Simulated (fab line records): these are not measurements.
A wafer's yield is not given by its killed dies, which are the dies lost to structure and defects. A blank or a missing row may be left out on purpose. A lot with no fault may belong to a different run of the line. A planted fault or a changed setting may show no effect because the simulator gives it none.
Chamber matching / flow gf180mcu / GF_PASSIVATION_CVD_02 on pecvd-04 has 3 sister chambers
The step deposits Si3N4, target thk 700 nm, time 486.18 s. 6 wafers are shown with their chamber, then 9 later ones without.

WAFERS, EACH WITH ITS CHAMBER
wafer=L088.1; chamber=1; heaterPowerW (W)=769
wafer=L088.2; chamber=0; heaterPowerW (W)=712
wafer=L088.3; chamber=2; heaterPowerW (W)=811
wafer=L088.4; chamber=1; heaterPowerW (W)=639
wafer=L088.5; chamber=2; heaterPowerW (W)=820
wafer=L088.6; chamber=0; heaterPowerW (W)=747

WAFERS WHOSE CHAMBER IS MISSING
wafer=L089.1; heaterPowerW (W)=703
wafer=L089.2; heaterPowerW (W)=606
wafer=L089.3; heaterPowerW (W)=746
wafer=L089.4; heaterPowerW (W)=664
wafer=L089.5; heaterPowerW (W)=793
wafer=L089.6; heaterPowerW (W)=731
wafer=L094.2; heaterPowerW (W)=693
wafer=L094.5; heaterPowerW (W)=726
wafer=L094.6; heaterPowerW (W)=728

WHICH CHAMBER EACH ONE RAN IN
wafer=L089.1; from the rows above=can't be placed: 1 or 0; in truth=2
wafer=L089.2; from the rows above=can't be placed: 1 or 0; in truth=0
wafer=L089.3; from the rows above=can't be placed: 0 or 1 or 2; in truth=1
wafer=L089.4; from the rows above=can't be placed: 1 or 0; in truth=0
wafer=L089.5; from the rows above=can't be placed: 2 or 0 or 1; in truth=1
wafer=L089.6; from the rows above=can't be placed: 0 or 1 or 2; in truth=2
wafer=L094.2; from the rows above=can't be placed: 1 or 0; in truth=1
wafer=L094.5; from the rows above=can't be placed: 0 or 1 or 2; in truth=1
wafer=L094.6; from the rows above=can't be placed: 0 or 1 or 2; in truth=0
0 of 9 placed correctly. From these rows, 9 cannot be placed; in 8 the true chamber is one of the candidates. Number placed wrongly: 0.
How it was worked out, from the rows above alone: a wafer's distance from a chamber is the root of the sum, over the readings, of the square of ((its reading less the chamber's mean) divided by the reading's scatter). The wafer belongs to the nearest chamber; if the next one is less than 2 further off, it can't be placed. Each chamber's mean is taken over the wafers shown for it. How the scatter is found: for the shown wafers, subtract from each reading the mean of its chamber, square and add these, divide the total by (wafers less chambers), then take the root.
